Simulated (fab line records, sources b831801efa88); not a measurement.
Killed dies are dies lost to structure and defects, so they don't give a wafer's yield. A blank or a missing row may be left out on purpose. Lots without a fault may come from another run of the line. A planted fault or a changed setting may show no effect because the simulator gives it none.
Chamber matching | flow sky130 | SKY_VIA1_HDPCVD_00 on hdpcvd-01: 3 sister chambers
The step deposits SiO2, target thk 1030 nm, time 171.7 s. 3 wafers are shown with their chamber, then 7 later ones without.

WAFERS WITH THEIR CHAMBER
wafer  | chamber | susceptor_temp_C (C)
L107.4 | 1       | 399.86
L108.2 | 2       | 399.95
L108.3 | 0       | 399.52

WAFERS WITHOUT THEIR CHAMBER
wafer  | susceptor_temp_C (C)
L108.4 | 400.17
L118.2 | 399.87
L118.5 | 399.67
L118.6 | 400.12
L122.1 | 400.15
L122.3 | 400.02
L122.6 | 399.28

WHICH CHAMBER EACH WENT THROUGH
wafer  | from the rows above          | in truth
L108.4 | can't be placed: 2 or 1      | 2
L118.2 | can't be placed: 1 or 2 or 0 | 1
L118.5 | can't be placed: 0 or 1 or 2 | 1
L118.6 | can't be placed: 2 or 1      | 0
L122.1 | can't be placed: 2 or 1      | 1
L122.3 | can't be placed: 2 or 1      | 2
L122.6 | can't be placed: 0 or 1      | 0
Placed correctly: 0 of 7. Can't be placed from these rows: 7 (the true chamber is among the candidates in 6). Placed wrongly: 0.
How it was worked out, from the rows above alone: a wafer's distance from a chamber is the root of the sum, over the readings, of the square of ((its reading less the chamber's mean) divided by the reading's scatter). The wafer belongs to the nearest chamber; if the next one is less than 2 further off, it can't be placed. A chamber's mean is the mean of its shown wafers. The scatter: with one shown wafer a chamber, the root of the mean of the squares of how far each hidden wafer lies from its nearest shown one.
